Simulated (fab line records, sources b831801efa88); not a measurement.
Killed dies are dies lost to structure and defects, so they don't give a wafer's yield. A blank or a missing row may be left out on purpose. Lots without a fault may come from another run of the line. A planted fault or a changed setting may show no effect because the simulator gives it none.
Chamber matching | flow sky130 | SKY_PAD_OPEN_ETCH_07 on rie_diel-03: 4 sister chambers
The step etches the open film in CF4/O2, stops on AlCu, target depth 725 nm, time 161.1 s. 16 wafers are shown with their chamber, then 8 later ones without.

WAFERS WITH THEIR CHAMBER
wafer  | chamber | drypump_motor_current_A (A) | throttle_valve_pct (%) | oes_product_au (a.u.)
L075.1 | 1       | 5.4                         | 5.965                  | 0.972
L075.2 | 3       | 6.3                         | 5.952                  | 0.974
L075.5 | 2       | 5.6                         | 5.967                  | 0.975
L078.1 | 3       | 6.4                         | 5.980                  | 0.975
L078.5 | 0       | 5.9                         | 5.946                  | 0.979
L078.6 | 2       | 5.7                         | 5.970                  | 0.975
L083.1 | 2       | 5.7                         | 5.970                  | 0.968
L083.4 | 0       | 5.9                         | 5.958                  | 0.979
L083.5 | 3       | 6.3                         | 5.957                  | 0.979
L087.1 | 1       | 5.4                         | 5.955                  | 0.976
L087.3 | 2       | 5.6                         | 5.960                  | 0.985
L087.4 | 3       | 6.3                         | 5.958                  | 0.987
L092.2 | 2       | 5.6                         | 5.956                  | 0.961
L092.3 | 0       | 5.9                         | 5.958                  | 0.972
L092.5 | 3       | 6.3                         | 5.964                  | 0.976
L091.1 | 1       | 5.4                         | 5.972                  | 0.979

SIGNATURES (means of the wafers above)
reading                 | chamber 0 | chamber 1 | chamber 2 | chamber 3 | scatter within a chamber
drypump_motor_current_A | 5.900     | 5.400     | 5.640     | 6.320     | 0.0408
throttle_valve_pct      | 5.95400   | 5.96400   | 5.96460   | 5.96220   | 0.00851
oes_product_au          | 0.97667   | 0.97567   | 0.97280   | 0.97820   | 0.00638
Rule: a wafer's distance from a chamber is the root of the sum, over the readings, of the square of ((its reading less the chamber's mean) divided by the reading's scatter). The wafer belongs to the nearest chamber; if the next one is less than 2 further off, it can't be placed. The scatter: the root of (the sum of the squares of (reading less its chamber's mean) over the shown wafers, divided by (wafers less chambers)).

WAFERS WITHOUT THEIR CHAMBER
wafer  | drypump_motor_current_A (A) | throttle_valve_pct (%) | oes_product_au (a.u.)
L091.5 | 5.7                         | 5.972                  | 0.979
L091.6 | 5.9                         | 5.955                  | 0.980
L093.1 | 5.6                         | 5.959                  | 0.965
L093.2 | 5.9                         | 5.952                  | 0.979
L093.4 | 5.4                         | 5.969                  | 0.982
L095.3 | 5.4                         | 5.964                  | 0.983
L095.4 | 5.4                         | 5.965                  | 0.986
L095.5 | 5.9                         | 5.969                  | 0.982

WHICH CHAMBER EACH WENT THROUGH
wafer  | from the rows above | in truth
L091.5 | 2                   | 2
L091.6 | 0                   | 0
L093.1 | 2                   | 2
L093.2 | 0                   | 0
L093.4 | 1                   | 1
L095.3 | 1                   | 1
L095.4 | 1                   | 1
L095.5 | 0                   | 0
Placed correctly: 8 of 8. Can't be placed from these rows: 0. Placed wrongly: 0.
